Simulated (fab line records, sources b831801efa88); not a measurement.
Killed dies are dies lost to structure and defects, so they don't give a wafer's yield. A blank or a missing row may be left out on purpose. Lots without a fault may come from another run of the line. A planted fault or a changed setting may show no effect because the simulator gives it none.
One fault seen from 2 desks | flow sky130 | each desk has only its own numbers; what lay behind them comes last

THE METROLOGY DESK
What the gauges read, lot by lot, whatever tool the lot ran on: means of the sampled wafers that have a number. A lot is out of limits, marked OUT, if its mean lies more than 4 standard deviations from the usual mean; the brackets give that distance.
Columns: A = cd_nm at SKY_POLY_GATE_CD_MEAS_22, usual 150.2 nm; B = LDD_N_OVL at SKY_LDD_N_OVL_MEAS_07, usual -1.1 nm; C = LDD_N_TW at SKY_LDD_N_TW_MEAS_17, usual 2586
lot  | first seen here | A     | B    | C
L970 | day 19 12:55    | 150.6 | -0.2 | 2606
L971 | day 19 23:22    | 151.3 | -0.2 | 2543
L974 | day 20 23:38    | 149.1 | -0.7 | 2588
L980 | day 23 05:19    | 149.1 | -2.1 | 2520
L981 | day 23 11:28    | 147.6 | -1.5 | 2569
L984 | day 24 12:17    | 151.1 | 0.7  | 2551
This desk's finding: nothing out of limits on any of the 6 lots.

THE TOOL OWNER'S DESK: implanter-04
The tool's own readings at SKY_LDD_N_IMPLANT_11: means of the sampled wafers that have a number, for each lot that ran on this tool. A lot is out of limits, marked OUT, if its mean lies more than 4 standard deviations from the usual mean; the brackets give that distance.
Columns: A = dose_ions_cm2 at SKY_LDD_N_IMPLANT_11, usual 7.498e+13; B = faraday_current_uA at SKY_LDD_N_IMPLANT_11, usual 421
lot  | first seen here | A                           | B
L971 | day 21 06:16    | 7.505e+13                   | 423
L980 | day 24 11:19    | 6.383e+13 (-99 or more) OUT | 364 (-6.7) OUT
L981 | day 24 17:29    | 6.378e+13 (-99 or more) OUT | 359 (-7.2) OUT
This desk's finding: out of limits on L980, L981; first on L980, day 24 11:19 (dose_ions_cm2 at SKY_LDD_N_IMPLANT_11). In limits: L971.

PUT TOGETHER
The tool owner's desk could have raised an alarm at day 24 11:19, on L980, L981.
The metrology desk saw nothing out of limits.
The metrology desk has L980, L981 on record, within its limits.
Of the lots named, all ran SKY_LDD_N_IMPLANT_11 on implanter-04.

WHAT THE SIMULATOR HAD PUT IN
Process parameter drift: implanter-04, from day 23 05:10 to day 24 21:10, at SKY_LDD_N_IMPLANT_11. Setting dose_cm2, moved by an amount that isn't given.
Lots struck among those shown: L980, L981.
Hours from the fault's start to each desk's first reading out of limits: the tool owner's desk, 30.
